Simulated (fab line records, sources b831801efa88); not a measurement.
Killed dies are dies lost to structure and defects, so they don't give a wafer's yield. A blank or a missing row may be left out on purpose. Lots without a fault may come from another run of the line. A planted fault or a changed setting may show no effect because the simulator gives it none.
Which tool did it? | flow sky130 | 9 lots, 27 wafers sampled, at 4 steps of a route of 708

WHAT THE GAUGES READ, wafer by wafer
SKY_METAL2_RS_MEAS_05: measures by four-point-probe.
lot  | measured     | on            | METAL2_ALCU_RS (ohm/sq)
L789 | day 34 16:07 | film_metro-02 | 0.1246 0.1235 0.1258
L792 | day 35 09:26 | film_metro-02 | 0.1269 0.1262 0.1274
L791 | day 35 11:49 | film_metro-02 | 0.1276 0.1284 0.1260
L795 | day 36 08:31 | film_metro-01 | 0.1248 0.1644 0.1254
L796 | day 36 11:41 | film_metro-01 | 0.1249 0.1683 0.1701
L804 | day 39 06:14 | film_metro-02 | 0.1262 0.1270 0.1261
L807 | day 40 03:10 | film_metro-01 | 0.1258 0.1260 0.1252
L809 | day 40 06:15 | film_metro-01 | 0.1241 0.1247 0.1261
L810 | day 40 16:17 | film_metro-03 | 0.1250 0.1217 0.1220

WHICH TOOL RAN EACH LOT (tool, then ch and the chambers of the sampled wafers, then the start)
lot  | SKY_METAL1_STRIP_20                  | SKY_METAL2_SPUTTER_00        | SKY_METAL2_SPUTTER_02
L789 | plasma_asher-02 ch 0,1, day 33 09:59 | pvd_sputter-04, day 34 15:58 | pvd_sputter-04, day 34 16:01
L792 | plasma_asher-02 ch 0,1, day 34 03:53 | pvd_sputter-04, day 35 09:14 | pvd_sputter-04, day 35 09:17
L791 | plasma_asher-02 ch 0,1, day 34 06:21 | pvd_sputter-01, day 35 11:40 | pvd_sputter-01, day 35 11:43
L795 | plasma_asher-02 ch 0,1, day 35 04:12 | pvd_sputter-01, day 36 08:21 | pvd_sputter-01, day 36 08:23
L796 | plasma_asher-02 ch 0,1, day 35 07:05 | pvd_sputter-01, day 36 11:31 | pvd_sputter-01, day 36 11:34
L804 | plasma_asher-01 ch 0, day 38 03:03   | pvd_sputter-01, day 39 06:06 | pvd_sputter-01, day 39 06:09
L807 | plasma_asher-03 ch 0,1, day 39 00:15 | pvd_sputter-01, day 40 03:02 | pvd_sputter-01, day 40 03:04
L809 | plasma_asher-02 ch 1, day 39 02:57   | pvd_sputter-01, day 40 06:07 | pvd_sputter-01, day 40 06:10
L810 | plasma_asher-03 ch 0,1, day 39 12:57 | pvd_sputter-03, day 40 16:07 | pvd_sputter-03, day 40 16:10
- SKY_METAL1_STRIP_20: strips in O2/N2.
- SKY_METAL2_SPUTTER_00: material Ti, target thk 15 nm, time 10 s.
- SKY_METAL2_SPUTTER_02: material AlCu, target thk 250 nm, time 13.3 s.

THE ANSWER, worked out from the rows above alone
Rule: what is usual is taken from the lots themselves. Put in order of their means at a reading, lots are off if they are a third of the lots or fewer, leave a main group of 4 or more, and stand apart from it by a gap of 3 or more times the standard deviation of the main group's means; of several such gaps the widest counts. A main group whose means are all the same, to the digits that the tables above print for the reading, isn't used. A lot without any number at a reading at which 4 lots or more have one is off too. The other lots that the step has rows for count as sound.
Off: L795, L796, at SKY_METAL2_RS_MEAS_05 (METAL2_ALCU_RS). The main group: mean 0.1255 ohm/sq, standard deviation 0.0014.
A tool fits if, at a process step before that reading, it ran every lot that is off, and no sound lot after the first of them. The gauges at SKY_METAL2_RS_MEAS_05 are tried like those tools. None of those tried fits.

WHAT THE SIMULATOR HAD PUT IN
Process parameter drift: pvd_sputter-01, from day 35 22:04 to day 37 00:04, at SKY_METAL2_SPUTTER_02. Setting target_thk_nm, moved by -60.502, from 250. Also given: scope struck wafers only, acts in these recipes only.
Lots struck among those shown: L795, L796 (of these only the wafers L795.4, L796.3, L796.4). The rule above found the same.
